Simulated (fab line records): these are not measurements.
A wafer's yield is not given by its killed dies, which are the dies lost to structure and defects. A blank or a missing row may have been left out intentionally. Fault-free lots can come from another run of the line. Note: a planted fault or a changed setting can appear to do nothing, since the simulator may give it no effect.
Which tool was responsible? ; flow sky130 ; 10 lots, 30 wafers sampled, at 3 steps of a route of 708

WHAT THE GAUGES READ, wafer by wafer
SKY_CONTACT_THK_MEAS_03.
lot;measured;on;CONTACT_HDPCVD_THK (nm)
L471;day 31 01:59;filmMetro-03;570 574 572
L472;day 32 06:07;filmMetro-02;560 567 565
L475;day 32 13:55;filmMetro-03;573 567 565
L476;day 32 16:30;filmMetro-03;569 569 560
L477;day 33 19:15;filmMetro-01;576 569 568
L478;day 34 00:42;filmMetro-01;575 568 572
L485;day 35 10:53;filmMetro-03;450 567 570 449 566 570
L486;day 35 20:52;filmMetro-03;562 568 560
L487;day 36 08:53;filmMetro-01;566 568 563
L488;day 36 18:23;filmMetro-03;441 564 446 442 564 447

WHICH TOOL RAN EACH LOT (tool, then ch and the chambers of the sampled wafers, then the start)
lot;SKY_LOCAL_INTERCONNECT_STRIP_15;SKY_CONTACT_HDPCVD_02
L471;plasmaAsher-01 ch 0,1, day 31 01:14;hdpcvd-01 ch 0,1,2, day 31 01:55
L472;plasmaAsher-01 ch 0,1, day 32 05:22;hdpcvd-02 ch 0,1,2, day 32 06:04
L475;plasmaAsher-01 ch 0,1, day 32 13:08;hdpcvd-01 ch 1,2, day 32 13:50
L476;plasmaAsher-03 ch 0,1, day 32 15:45;hdpcvd-02 ch 0,1,2, day 32 16:26
L477;plasmaAsher-02 ch 0,1, day 33 18:29;hdpcvd-02 ch 1,2, day 33 19:11
L478;plasmaAsher-02 ch 0,1, day 33 23:56;hdpcvd-01 ch 0,1,2, day 34 00:38
L485;plasmaAsher-01 ch 0,1, day 35 10:06;hdpcvd-02 ch 0,2, day 35 10:49
L486;plasmaAsher-01 ch 0,1, day 35 20:02;hdpcvd-01 ch 0,1, day 35 20:47
L487;plasmaAsher-03 ch 0,1, day 36 08:02;hdpcvd-01 ch 0,1, day 36 08:49
L488;plasmaAsher-02 ch 0,1, day 36 17:35;hdpcvd-02 ch 0,1, day 36 18:19
- SKY_LOCAL_INTERCONNECT_STRIP_15: strips in O2/N2.
- SKY_CONTACT_HDPCVD_02: deposits SiO2, target thk 565 nm, time 94.2 s.

THE ANSWER, worked out from the rows above alone
Rule: usual is defined by the lots themselves. Put in order of their means at a reading, lots are off if they are a third of the lots or fewer, leave a main group of 4 or more, and stand apart from it by a gap of 3 or more times the standard deviation of the main group's means; of several such gaps the widest counts. If all means in a main group match to the digits the tables above print for the reading, that group is not used. A lot without any number at a reading at which 4 lots or more have one is off too. Any other lot the step has rows for is counted as sound.
Off: L485, L488, seen at SKY_CONTACT_THK_MEAS_03 (CONTACT_HDPCVD_THK). The main group: mean 568 nm, standard deviation 3.3.
A tool fits if, at a process step before that reading, it ran every lot that is off, and no sound lot after the first of them. Those tools and the gauges at SKY_CONTACT_THK_MEAS_03 are tried in the same way. One fits: hdpcvd-02 at SKY_CONTACT_HDPCVD_02. A fault onset in the window from L477 (day 33 19:11, its last sound lot) to L485 (day 35 10:49, its first lot off) fits.

WHAT THE SIMULATOR PUT IN
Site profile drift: hdpcvd-02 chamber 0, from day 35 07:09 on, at SKY_CONTACT_HDPCVD_02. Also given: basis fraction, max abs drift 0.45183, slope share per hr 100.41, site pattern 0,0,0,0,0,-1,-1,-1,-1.
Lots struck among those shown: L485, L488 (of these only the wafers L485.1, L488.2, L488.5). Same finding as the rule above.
